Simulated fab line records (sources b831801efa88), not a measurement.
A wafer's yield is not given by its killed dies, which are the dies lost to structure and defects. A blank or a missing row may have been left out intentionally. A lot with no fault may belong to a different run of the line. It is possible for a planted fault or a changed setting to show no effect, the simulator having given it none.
Chamber matching :: flow sky130 :: rie-diel-04 running SKY_LI_CONTACT_ETCH_15: 4 sister chambers
The step etches PSG in C4F8/O2/Ar, stops on Si, target depth 600 nm. 8 wafers are shown with their chamber, then 9 later ones without.

== WAFERS PAIRED WITH THEIR CHAMBERS ==
wafer: L084.1
chamber: 3
oes-product-au (a.u.): 0.837

wafer: L084.5
chamber: 2
oes-product-au (a.u.): 0.836

wafer: L090.1
chamber: 2
oes-product-au (a.u.): 0.834

wafer: L090.2
chamber: 0
oes-product-au (a.u.): 0.831

wafer: L090.3
chamber: 3
oes-product-au (a.u.): 0.827

wafer: L090.4
chamber: 1
oes-product-au (a.u.): 0.833

wafer: L090.5
chamber: 1
oes-product-au (a.u.): 0.834

wafer: L090.6
chamber: 0
oes-product-au (a.u.): 0.835

== WAFERS WITHOUT THEIR CHAMBER ==
wafer: L094.1
oes-product-au (a.u.): 0.833

wafer: L094.2
oes-product-au (a.u.): 0.843

wafer: L094.3
oes-product-au (a.u.): 0.839

wafer: L094.4
oes-product-au (a.u.): 0.843

wafer: L094.5
oes-product-au (a.u.): 0.838

wafer: L094.6
oes-product-au (a.u.): 0.844

wafer: L097.2
oes-product-au (a.u.): 0.834

wafer: L097.5
oes-product-au (a.u.): 0.834

wafer: L097.6
oes-product-au (a.u.): 0.836

== THE CHAMBER EACH PASSED THROUGH ==
wafer: L094.1
from the rows above: can't be placed: 0 or 1 or 3 or 2
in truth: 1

wafer: L094.2
from the rows above: can't be placed: 2 or 1 or 0 or 3
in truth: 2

wafer: L094.3
from the rows above: can't be placed: 2 or 1 or 0 or 3
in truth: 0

wafer: L094.4
from the rows above: can't be placed: 2 or 1 or 0 or 3
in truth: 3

wafer: L094.5
from the rows above: can't be placed: 2 or 1 or 0 or 3
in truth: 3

wafer: L094.6
from the rows above: can't be placed: 2 or 1 or 0 or 3
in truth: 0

wafer: L097.2
from the rows above: can't be placed: 1 or 0 or 2 or 3
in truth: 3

wafer: L097.5
from the rows above: can't be placed: 1 or 0 or 2 or 3
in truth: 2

wafer: L097.6
from the rows above: can't be placed: 2 or 1 or 0 or 3
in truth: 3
Placed correctly: 0 of 9. Cannot be placed on the basis of these rows: 9; the candidates contain the true chamber in 9. Wrongly placed: 0.
How it was worked out, from the rows above alone: a wafer's distance from a chamber is the root of the sum, over the readings, of the square of ((its reading less the chamber's mean) divided by the reading's scatter). If the next closest chamber is less than 2 further off than the closest, the wafer can't be placed; otherwise it belongs to the closest. For every chamber, the mean is computed from those of its wafers that are shown. How the scatter is found: for the shown wafers, subtract from each reading the mean of its chamber, square and add these, divide the total by (wafers less chambers), then take the root.
